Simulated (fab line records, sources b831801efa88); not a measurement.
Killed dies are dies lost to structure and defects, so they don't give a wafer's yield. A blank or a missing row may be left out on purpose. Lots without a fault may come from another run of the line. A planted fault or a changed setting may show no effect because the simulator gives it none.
Which tool did it? | flow gf180mcu | 24 lots, 72 wafers sampled, at 6 steps of a route of 602

WHAT THE GAUGES READ, wafer by wafer
GF_V1_BOW_MEAS_05.
lot  | measured     | on            | V1_BOW (um)
L074 | day 17 08:14 | film_metro-02 | 86 80 85
L075 | day 17 09:44 | film_metro-04 | 82 74 74
L076 | day 18 02:17 | film_metro-04 | 86 85 79
L077 | day 18 08:42 | film_metro-03 | 75 84 84
L078 | day 18 23:42 | film_metro-04 | 84 94 82
L079 | day 19 02:16 | film_metro-04 | 73 86 79
L080 | day 19 12:46 | film_metro-02 | 78 68 79
L081 | day 19 15:41 | film_metro-04 | 82 81 74
L082 | day 20 02:43 | film_metro-04 | 76 78 81
L083 | day 20 20:04 | film_metro-03 | 86 89 83
L084 | day 21 03:35 | film_metro-03 | 93 73 76
L085 | day 21 10:02 | film_metro-04 | 82 81 88
L086 | day 21 17:57 | film_metro-03 | 84 84 77
L087 | day 22 07:40 | film_metro-02 | 86 83 81
L088 | day 22 10:00 | film_metro-04 | 77 79 83
L089 | day 22 20:51 | film_metro-02 | 77 89 77
L090 | day 23 03:43 | film_metro-03 | 81 75 86
L091 | day 23 10:08 | film_metro-03 | 79 88 75
L092 | day 23 19:43 | film_metro-02 | 76 87 87
L093 | day 23 21:43 | film_metro-02 | 79 74 85
L094 | day 24 12:37 | film_metro-04 | 79 85 74
L095 | day 24 15:01 | film_metro-03 | 72 69 69
L096 | day 24 23:00 | film_metro-02 | 93 74 90
L097 | day 25 10:56 | film_metro-02 | 91 82 82

GF_V3_CD_MEAS_14: target cd 260 nm.
lot  | measured     | on        | cd_nm (nm)
L074 | day 22 12:44 | cd_sem-02 | 262.1 260.9 262.7
L075 | day 22 14:12 | cd_sem-01 | 260.8 260.8 260.1
L076 | day 23 08:20 | cd_sem-02 | 259.4 259.7 259.4
L077 | day 23 12:40 | cd_sem-02 | 258.3 258.4 260.2
L078 | day 24 02:37 | cd_sem-01 | 260.6 261.5 262.1
L079 | day 24 04:49 | cd_sem-01 | 258.7 257.5 257.2
L080 | day 24 15:50 | cd_sem-02 | 260.0 260.2 260.2
L081 | day 24 18:20 | cd_sem-02 | 261.3 260.2 260.7
L082 | day 25 02:16 | cd_sem-01 | 259.8 260.1 260.1
L083 | day 25 17:51 | cd_sem-02 | 258.7 260.9 259.5
L084 | day 26 01:53 | cd_sem-02 | 258.4 260.6 257.9
L085 | day 26 08:31 | cd_sem-02 | 258.2 257.3 257.9
L086 | day 26 14:02 | cd_sem-02 | 262.0 261.6 263.1
L087 | day 27 01:22 | cd_sem-01 | 259.5 259.0 260.0
L088 | day 27 02:04 | cd_sem-01 | 260.9 260.1 260.6
L089 | day 27 14:29 | cd_sem-02 | 260.0 260.4 259.9
L090 | day 27 18:59 | cd_sem-02 | 258.5 259.3 259.2
L091 | day 28 01:05 | cd_sem-01 | 260.7 261.0 260.3
L092 | day 28 10:32 | cd_sem-02 | 260.3 260.3 260.8
L093 | day 28 13:31 | cd_sem-02 | 261.6 260.4 260.6
L094 | day 29 02:13 | cd_sem-01 | 263.1 261.8 263.3
L095 | day 29 04:14 | cd_sem-02 | 260.1 260.7 261.0
L096 | day 29 10:55 | cd_sem-01 | 259.1 259.1 259.5
L097 | day 29 21:19 | cd_sem-01 | 263.0 261.8 262.4

GF_M4_CD_MEAS_14: target cd 280 nm.
lot  | measured     | on        | cd_nm (nm)
L074 | day 23 13:20 | cd_sem-02 | 277.8 278.3 279.2
L075 | day 23 15:10 | cd_sem-02 | 278.2 276.9 279.2
L076 | day 24 08:37 | cd_sem-02 | 279.9 279.4 278.9
L077 | day 24 12:12 | cd_sem-02 | 279.4 278.4 279.5
L078 | day 25 02:37 | cd_sem-01 | 279.7 281.0 279.5
L079 | day 25 03:55 | cd_sem-01 | 276.7 278.1 278.5
L080 | day 25 15:01 | cd_sem-02 | 279.7 280.8 280.1
L081 | day 25 17:02 | cd_sem-02 | 281.4 281.9 282.7
L082 | day 26 00:55 | cd_sem-01 | 281.1 281.1 280.5
L083 | day 26 16:42 | cd_sem-02 | 278.9 279.1 279.3
L084 | day 27 00:26 | cd_sem-02 | 282.7 280.9 280.0
L085 | day 27 06:40 | cd_sem-02 | 279.6 280.3 280.8
L086 | day 27 12:17 | cd_sem-01 | 280.5 280.0 279.7
L087 | day 27 23:46 | cd_sem-02 | 280.7 279.9 281.0
L088 | day 28 00:25 | cd_sem-01 | 282.1 281.5 281.4
L089 | day 28 11:56 | cd_sem-02 | 279.6 279.9 280.8
L090 | day 28 16:22 | cd_sem-01 | 279.0 280.1 279.1
L091 | day 28 22:43 | cd_sem-01 | 280.4 278.5 279.9
L092 | day 29 07:49 | cd_sem-02 | 280.9 280.6 280.4
L093 | day 29 10:52 | cd_sem-02 | 279.3 280.3 279.6
L094 | day 29 22:45 | cd_sem-01 | 280.0 278.4 278.9
L095 | day 30 00:33 | cd_sem-01 | 282.2 282.0 281.1
L096 | day 30 06:49 | cd_sem-02 | 281.3 282.1 282.4
L097 | day 30 16:46 | cd_sem-01 | 282.3 280.0 282.1

WHICH TOOL RAN EACH LOT (tool, then ch and the chambers of the sampled wafers, then the start)
lot  | GF_SALICIDE_SPUTTER_03       | GF_CONTACT_CVD_02               | GF_M2_SOFTBAKE_10
L074 | pvd_sputter-04, day 15 07:49 | pecvd-02 ch 0,1, day 15 08:26   | litho_track-02 ch 0, day 18 21:49
L075 | pvd_sputter-02, day 15 09:44 | pecvd-02 ch 0,1,2, day 15 10:23 | litho_track-01 ch 0, day 18 22:48
L076 | pvd_sputter-03, day 16 01:02 | pecvd-01 ch 0,1,2, day 16 01:39 | litho_track-03 ch 0, day 19 15:52
L077 | pvd_sputter-02, day 16 06:41 | pecvd-01 ch 0,1, day 16 07:18   | litho_track-01 ch 0, day 19 22:58
L078 | pvd_sputter-04, day 16 20:18 | pecvd-04 ch 0,1,2, day 16 20:54 | litho_track-03 ch 0, day 20 13:31
L079 | pvd_sputter-04, day 16 22:08 | pecvd-04 ch 0,2, day 16 22:45   | litho_track-03 ch 0, day 20 15:58
L080 | pvd_sputter-02, day 17 09:41 | pecvd-04 ch 0,1,2, day 17 10:19 | litho_track-02 ch 0, day 21 03:10
L081 | pvd_sputter-03, day 17 12:08 | pecvd-02 ch 2, day 17 12:45     | litho_track-02 ch 0, day 21 05:31
L082 | pvd_sputter-02, day 17 21:38 | pecvd-04 ch 0,1,2, day 17 22:21 | litho_track-01 ch 0, day 21 15:22
L083 | pvd_sputter-03, day 18 15:20 | pecvd-02 ch 0,1,2, day 18 15:56 | litho_track-01 ch 0, day 22 08:46
L084 | pvd_sputter-04, day 18 23:18 | pecvd-02 ch 0,1,2, day 18 23:54 | litho_track-03 ch 0, day 22 16:26
L085 | pvd_sputter-04, day 19 05:16 | pecvd-02 ch 0,1,2, day 19 05:53 | litho_track-02 ch 0, day 22 23:27
L086 | pvd_sputter-04, day 19 13:31 | pecvd-01 ch 0,2, day 19 14:10   | litho_track-01 ch 0, day 23 06:12
L087 | pvd_sputter-04, day 20 04:00 | pecvd-01 ch 0,1,2, day 20 04:36 | litho_track-03 ch 0, day 23 18:25
L088 | pvd_sputter-03, day 20 06:51 | pecvd-02 ch 0,1,2, day 20 07:27 | litho_track-02 ch 0, day 23 20:36
L089 | pvd_sputter-02, day 20 17:31 | pecvd-02 ch 0,1,2, day 20 18:07 | litho_track-03 ch 0, day 24 07:56
L090 | pvd_sputter-03, day 21 01:44 | pecvd-04 ch 0,1, day 21 02:20   | litho_track-01 ch 0, day 24 14:41
L091 | pvd_sputter-03, day 21 08:14 | pecvd-01 ch 0,1,2, day 21 08:51 | litho_track-02 ch 0, day 24 20:27
L092 | pvd_sputter-03, day 21 18:05 | pecvd-04 ch 1,2, day 21 18:47   | litho_track-01 ch 0, day 25 05:40
L093 | pvd_sputter-02, day 21 20:40 | pecvd-02 ch 0,1, day 21 21:16   | litho_track-01 ch 0, day 25 08:34
L094 | pvd_sputter-03, day 22 10:48 | pecvd-02 ch 1,2, day 22 11:25   | litho_track-03 ch 0, day 25 22:28
L095 | pvd_sputter-04, day 22 15:00 | pecvd-02 ch 0,1,2, day 22 15:43 | litho_track-03 ch 0, day 26 00:49
L096 | pvd_sputter-04, day 22 22:55 | pecvd-01 ch 0,1,2, day 22 23:44 | litho_track-02 ch 0, day 26 08:18
L097 | pvd_sputter-04, day 23 10:10 | pecvd-01 ch 1,2, day 23 10:52   | litho_track-02 ch 0, day 26 19:27
- GF_SALICIDE_SPUTTER_03: material TiN, target thk 20 nm, time 16.7 s.
- GF_CONTACT_CVD_02: deposits SiO2 from TEOS, target thk 860 nm, time 95.992 s.
- GF_M2_SOFTBAKE_10: time 62.34 s.

WHAT THE TOOLS THEMSELVES READ (means of the sampled wafers that have a number; where no wafer has one, the mark that the record gives instead)
GF_SALICIDE_SPUTTER_03.
lot  | tool           | throttle_valve_pct (%)
L074 | pvd_sputter-04 | 29.3
L075 | pvd_sputter-02 | 31.4
L076 | pvd_sputter-03 | 29.6
L077 | pvd_sputter-02 | 31.4
L078 | pvd_sputter-04 | 30.0
L079 | pvd_sputter-04 | 29.7
L080 | pvd_sputter-02 | 31.3
L081 | pvd_sputter-03 | 29.7
L082 | pvd_sputter-02 | 31.2
L083 | pvd_sputter-03 | 30.2
L084 | pvd_sputter-04 | 29.7
L085 | pvd_sputter-04 | 29.5
L086 | pvd_sputter-04 | 29.7
L087 | pvd_sputter-04 | 29.5
L088 | pvd_sputter-03 | 29.7
L089 | pvd_sputter-02 | 30.9
L090 | pvd_sputter-03 | 30.5
L091 | pvd_sputter-03 | 30.2
L092 | pvd_sputter-03 | 29.6
L093 | pvd_sputter-02 | 31.2
L094 | pvd_sputter-03 | 29.8
L095 | pvd_sputter-04 | 29.4
L096 | pvd_sputter-04 | 29.5
L097 | pvd_sputter-04 | 29.7

GF_CONTACT_CVD_02.
lot  | tool     | heater_power_w (W)
L074 | pecvd-02 | 614
L075 | pecvd-02 | 741
L076 | pecvd-01 | 719
L077 | pecvd-01 | 673
L078 | pecvd-04 | 733
L079 | pecvd-04 | 671
L080 | pecvd-04 | 679
L081 | pecvd-02 | 722
L082 | pecvd-04 | 744
L083 | pecvd-02 | 663
L084 | pecvd-02 | 705
L085 | pecvd-02 | 711
L086 | pecvd-01 | 691
L087 | pecvd-01 | 739
L088 | pecvd-02 | 702
L089 | pecvd-02 | 656
L090 | pecvd-04 | 727
L091 | pecvd-01 | 707
L092 | pecvd-04 | 711
L093 | pecvd-02 | 610
L094 | pecvd-02 | 711
L095 | pecvd-02 | 695
L096 | pecvd-01 | 749
L097 | pecvd-01 | 827

GF_M2_SOFTBAKE_10.
lot  | tool           | plate_sensor_t_centre_C (C) | plate_sensor_t_edge_C (C)
L074 | litho_track-02 | 131.01                      | 131.21
L075 | litho_track-01 | 131.01                      | 131.20
L076 | litho_track-03 | 131.02                      | 131.21
L077 | litho_track-01 | 131.02                      | 131.22
L078 | litho_track-03 | 131.01                      | 131.22
L079 | litho_track-03 | 131.02                      | 131.20
L080 | litho_track-02 | 131.02                      | 131.21
L081 | litho_track-02 | 131.01                      | 131.20
L082 | litho_track-01 | 131.00                      | 131.21
L083 | litho_track-01 | 131.01                      | 131.21
L084 | litho_track-03 | 131.01                      | 131.21
L085 | litho_track-02 | 131.01                      | 131.20
L086 | litho_track-01 | 131.02                      | 131.22
L087 | litho_track-03 | 131.03                      | 131.21
L088 | litho_track-02 | 131.01                      | 131.21
L089 | litho_track-03 | 131.02                      | 131.21
L090 | litho_track-01 | 131.02                      | 131.21
L091 | litho_track-02 | 131.02                      | 131.21
L092 | litho_track-01 | 131.02                      | 131.21
L093 | litho_track-01 | 131.00                      | 131.20
L094 | litho_track-03 | 131.02                      | 131.21
L095 | litho_track-03 | 131.02                      | 131.21
L096 | litho_track-02 | 131.01                      | 131.21
L097 | litho_track-02 | 131.01                      | 131.21

THE ANSWER, worked out from the rows above alone
Rule: what is usual is taken from the lots themselves. Put in order of their means at a reading, lots are off if they are a third of the lots or fewer, leave a main group of 4 or more, and stand apart from it by a gap of 3 or more times the standard deviation of the main group's means; of several such gaps the widest counts. A main group whose means are all the same, to the digits that the tables above print for the reading, isn't used. A lot without any number at a reading at which 4 lots or more have one is off too. The other lots that the step has rows for count as sound. The gauges are gone through in route order, then the tools' own readings, and for those a lot's mean is taken as printed above. The first step at which some lot is off is used, and at that step the reading that is off furthest; a lot without a number counts as furthest.
No lot is off at any reading shown: from this, nothing can be told.

WHAT THE SIMULATOR HAD PUT IN
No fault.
